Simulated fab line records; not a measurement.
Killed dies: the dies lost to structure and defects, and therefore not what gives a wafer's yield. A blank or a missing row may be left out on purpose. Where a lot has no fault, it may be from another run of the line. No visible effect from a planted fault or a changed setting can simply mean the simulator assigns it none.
Matching of chambers ; flow sky130 ; SKY_CONTACT_CMP_27 on cmp-02 has 4 sister chambers
The step polishes, stops on SiO2, t overpolish 15 s, target thk 0 nm. 4 wafers are shown with their chamber, then 9 later ones without.

## WAFERS PAIRED WITH THEIR CHAMBERS
wafer;chamber;motorCurrentA (A)
L082.6;2;11.9
L084.1;3;12.1
L084.3;0;9.8
L084.6;1;11.4

## WAFERS MISSING THEIR CHAMBER
wafer;motorCurrentA (A)
L091.1;9.2
L091.2;12.1
L091.5;9.3
L090.1;11.6
L090.2;10.9
L090.5;11.5
L089.2;11.8
L089.4;11.7
L089.6;9.7

## EACH ONE'S CHAMBER
wafer;from the rows above;in truth
L091.1;0;0
L091.2;can't be placed: 3 or 2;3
L091.5;0;0
L090.1;can't be placed: 1 or 2 or 3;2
L090.2;can't be placed: 1 or 2 or 0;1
L090.5;can't be placed: 1 or 2 or 3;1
L089.2;can't be placed: 2 or 3 or 1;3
L089.4;can't be placed: 2 or 1 or 3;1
L089.6;0;0
Placed correctly: 3 of 9. Not placeable from these rows: 6 (in 6, the candidates include the true chamber). Number placed wrongly: 0.
How it was worked out, from the rows above alone: a wafer's distance from a chamber is the root of the sum, over the readings, of the square of ((its reading less the chamber's mean) divided by the reading's scatter). If the next closest chamber is less than 2 further off than the closest, the wafer can't be placed; otherwise it belongs to the closest. The mean given for a chamber averages the wafers shown for that chamber. The scatter: with one shown wafer a chamber, the root of the mean of the squares of how far each hidden wafer lies from its nearest shown one.
